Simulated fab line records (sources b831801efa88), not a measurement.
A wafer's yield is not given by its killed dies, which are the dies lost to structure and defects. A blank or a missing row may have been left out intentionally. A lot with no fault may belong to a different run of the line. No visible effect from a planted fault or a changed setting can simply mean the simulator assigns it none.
Matching of chambers    flow gf180mcu    rie-diel-01 running GF_M5_ETCH_09: 4 sister chambers
The step etches Si3N4 in CF4/O2, target depth 52 nm, time 11.6 s. 18 wafers are shown with their chamber, then 9 later ones without.

WAFERS, EACH WITH ITS CHAMBER
wafer   chamber  drypump-motor-current-A (A)  oes-product-au (a.u.)  throttle-valve-pct (%)
L075.1  0        5.8                          0.985                  5.966
L075.2  2        5.8                          1.002                  5.967
L075.3  1        6.0                          1.009                  5.975
L076.2  0        5.8                          0.972                  5.959
L076.3  1        6.0                          1.018                  5.965
L076.6  1        6.0                          1.019                  5.977
L078.1  0        5.8                          0.980                  5.961
L078.2  1        6.0                          1.020                  5.963
L078.5  1        6.0                          1.012                  5.966
L081.1  1        6.0                          1.013                  5.974
L081.2  2        5.8                          0.986                  5.969
L081.6  1        6.0                          1.002                  5.986
L087.2  3        4.8                          1.023                  5.976
L087.4  0        5.8                          0.976                  5.955
L087.6  1        6.0                          1.003                  5.975
L088.2  0        5.8                          0.984                  5.953
L088.4  1        6.1                          1.005                  5.973
L088.5  1        6.1                          1.007                  5.973

SIGNATURES, as means of the wafers listed above
reading                  chamber 0  chamber 1  chamber 2  chamber 3  scatter within a chamber
drypump-motor-current-A  5.800      6.020      5.800      4.800      0.0338
oes-product-au           0.97940    1.01080    0.99400    1.02300    0.0068
throttle-valve-pct       5.95880    5.97270    5.96800    5.97600    0.00605
Rule: a wafer lies at a distance from a chamber equal to the root of the sum of squares, over the readings, of (its reading less the chamber's mean, divided by the reading's scatter). If the next closest chamber is less than 2 further off than the closest, the wafer can't be placed; otherwise it belongs to the closest. The scatter: the root of (the sum of the squares of (reading less its chamber's mean) over the shown wafers, divided by (wafers less chambers)).

WAFERS WHOSE CHAMBER IS MISSING
wafer   drypump-motor-current-A (A)  oes-product-au (a.u.)  throttle-valve-pct (%)
L089.1  5.8                          0.987                  5.966
L089.2  4.8                          1.015                  5.965
L089.5  5.8                          0.995                  5.977
L091.1  5.8                          0.976                  5.971
L091.2  6.0                          1.004                  5.970
L091.3  5.8                          0.999                  5.983
L094.2  4.8                          1.011                  5.980
L094.4  5.8                          0.997                  5.971
L094.5  6.0                          1.016                  5.970

CHAMBER TAKEN BY EACH
wafer   from the rows above      in truth
L089.1  can't be placed: 2 or 0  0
L089.2  3                        3
L089.5  2                        2
L091.1  can't be placed: 0 or 2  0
L091.2  1                        1
L091.3  2                        2
L094.2  3                        3
L094.4  2                        2
L094.5  1                        1
Correct placement for 7 of the 9. Unplaceable from these rows: 2, with the true chamber sitting among the candidates in 2. Number placed wrongly: 0.
